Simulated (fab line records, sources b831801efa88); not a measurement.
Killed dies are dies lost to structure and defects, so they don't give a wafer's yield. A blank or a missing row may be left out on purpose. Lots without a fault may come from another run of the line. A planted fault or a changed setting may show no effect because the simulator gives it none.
Problem report in the 8D (eight disciplines) form, filled by code | flow sky130 | the parts of the form that need people (team, actions taken, sign-off) are left out

1. THE PROBLEM
oes_product_au at SKY_VIA1_ETCH_14 reads a mean of 0.968 a.u. on 2 wafers of 2 lots; wafers without a fault read 0.855 a.u. with a standard deviation of 0.0055. That is +20 standard deviations from the usual mean.
The step: etches BARC in N2/H2, stops on SiO2, time 45.9 s, target depth 60 nm.
First seen on wafer L451.1, day 37 04:22, on rie_diel-03. The record holds 40 wafers of 14 lots with a number at this step. Rule for "out", or "out of limits": more than 4 standard deviations from the usual mean. The other wafers with a number count as sound.

2. WHAT IT IS AND WHAT IT IS NOT
question                    | is                           | is not
which readings at this step | oes_product_au, run_length_s | drypump_motor_current_A, throttle_valve_pct
which lots                  | L451, L452                   | L442, L443, L444, L450, L455, L456, L458, L459, L460, L461, L462, L464
which wafers of those lots  | L451.1, L452.2               | L451.6, L452.6
read on which tools         | rie_diel-03                  | rie_diel-01, rie_diel-04
when                        | from day 37 04:22            | up to then (13 sound wafers); but 25 sound wafers of L452, L455, L456, L458, L459, L460, L461, L462, L464 came after

3. SUSPECTS, AND WHAT RULES EACH OUT
Counting: a tool at a process step up to the reading stays a suspect if it ran every lot that is out. Sound lots after the first of them don't rule it out here, since some wafers of a struck lot are sound.
- rie_diel-03 at SKY_VIA1_ETCH_14 (etches BARC in N2/H2, stops on SiO2, time 45.9 s, target depth 60 nm): kept. It ran every lot that is out, first L451 (day 37 04:22); its last sound lot up to then is L444 (day 35 01:49). Its own readings are out on those wafers: oes_product_au, run_length_s.
- Within rie_diel-03 at SKY_VIA1_ETCH_14: the wafers that are out ran in chamber 0; their sound lot-mates ran in chamber 1.
Left after counting: rie_diel-03 at SKY_VIA1_ETCH_14.

4. THE CAUSE (what the simulator had put in)
Process parameter drift: rie_diel-03, from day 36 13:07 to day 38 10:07, at SKY_VIA1_ETCH_14. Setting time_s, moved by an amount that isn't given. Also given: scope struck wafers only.
Counting left only this tool.

5. THE CHAIN OF EFFECTS, in route order
Each row: a reading whose mean over the struck wafers that have a number lies more than 3 standard deviations from the usual. Only readings for which the record gives a usual standard deviation are gone through. hours: the time from each lot's start at the first step in this table that gives one to its start at this step, as a median over the lots. sigmas: the change in usual standard deviations.
hours | step             | reading        | usual      | on struck wafers | change | sigmas
0     | SKY_VIA1_ETCH_14 | oes_product_au | 0.855 a.u. | 0.968            | +0.113 | +20
0     | SKY_VIA1_ETCH_14 | run_length_s   | 74.3 s     | 67.8             | -6.5   | -15
The process steps in it:
- SKY_VIA1_ETCH_14: etches BARC in N2/H2, stops on SiO2, time 45.9 s, target depth 60 nm.

6. WHAT WOULD HAVE CAUGHT IT SOONER
In this record the first reading out of limits was taken at day 37 04:22, 15 hours after the fault began at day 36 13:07.
